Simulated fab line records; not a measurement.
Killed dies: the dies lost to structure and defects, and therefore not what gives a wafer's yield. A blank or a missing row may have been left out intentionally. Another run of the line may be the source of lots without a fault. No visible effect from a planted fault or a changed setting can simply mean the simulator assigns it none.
One fault seen from 2 desks / flow gf180mcu / each desk has only its own numbers; what lay behind them comes last

== FROM THE METROLOGY DESK ==
What the gauges read for every lot (on any tool): the sampled wafers with a number, averaged. Any lot whose mean is over 4 standard deviations away from the usual mean is out of limits and marked OUT; that distance is given in the brackets.
Columns: A = M3_ALCU_RS at GF_M3_RS_MEAS_05, usual 0.0693 ohm/sq; B = M3_ALCU_THK at GF_M3_THK_MEAS_06, usual 458 nm; C = V3_CVD_02_THK at GF_V3_THK_MEAS_03, usual 851 nm
lot=L367; first seen here=day 21 08:28; A=0.0682; B=464; C=860
lot=L368; first seen here=day 21 12:56; A=0.0697; B=459; C=853
lot=L369; first seen here=day 22 09:07; A=0.0700; B=456; C=846
lot=L370; first seen here=day 22 11:47; A=0.0703; B=455; C=851
lot=L372; first seen here=day 23 07:22; A=0.0684; B=466; C=860
lot=L374; first seen here=day 24 02:18; A=0.0681; B=467; C=854
lot=L375; first seen here=day 24 11:42; A=0.0694; B=457; C=847
lot=L379; first seen here=day 25 21:00; A=0.0511 (-24) OUT; B=648 (+33) OUT; C=839
lot=L383; first seen here=day 27 03:30; A=0.0690; B=459; C=850
lot=L384; first seen here=day 27 12:26; A=0.0425 (-35) OUT; B=747 (+51) OUT; C=852
This desk's result: L379, L384 out of limits, first on L379 (M3_ALCU_RS at GF_M3_RS_MEAS_05), day 25 21:00. In limits: L367, L368, L369, L370, L372, L374, L375, L383.

== THE TOOL OWNER'S DESK: pvd sputter-03 ==
The tool's own readings at GF_M3_SPUTTER_02 (material AlCu, target thk 450 nm, time 23.9 s): means of the sampled wafers that have a number, for each lot that ran on this tool. Any lot whose mean is over 4 standard deviations away from the usual mean is out of limits and marked OUT; that distance is given in the brackets.
Columns: A = throttle valve pct at GF_M3_SPUTTER_02, usual 30.5 %
lot=L368; first seen here=day 21 12:49; A=29.7
lot=L369; first seen here=day 22 09:01; A=30.5
lot=L370; first seen here=day 22 11:41; A=30.5
lot=L379; first seen here=day 25 20:53; A=30.9
lot=L384; first seen here=day 27 12:20; A=30.1
This desk's finding: nothing out of limits on any of the 5 lots.

== PUT TOGETHER ==
Metrology desk: alarm possible at day 25 21:00 on L379, L384.
The tool owner's desk saw nothing out of limits.
The tool owner's desk has L379, L384 on record, within its limits.
Every lot named ran GF_M3_SPUTTER_02 on pvd sputter-03.

== WHAT WAS PUT IN BY THE SIMULATOR ==
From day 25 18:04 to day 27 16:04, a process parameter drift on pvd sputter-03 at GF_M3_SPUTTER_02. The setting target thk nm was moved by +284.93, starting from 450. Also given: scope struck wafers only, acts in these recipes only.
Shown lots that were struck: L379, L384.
Per desk, hours elapsed from the start of the fault to the first reading out of limits: for the metrology desk, 3.
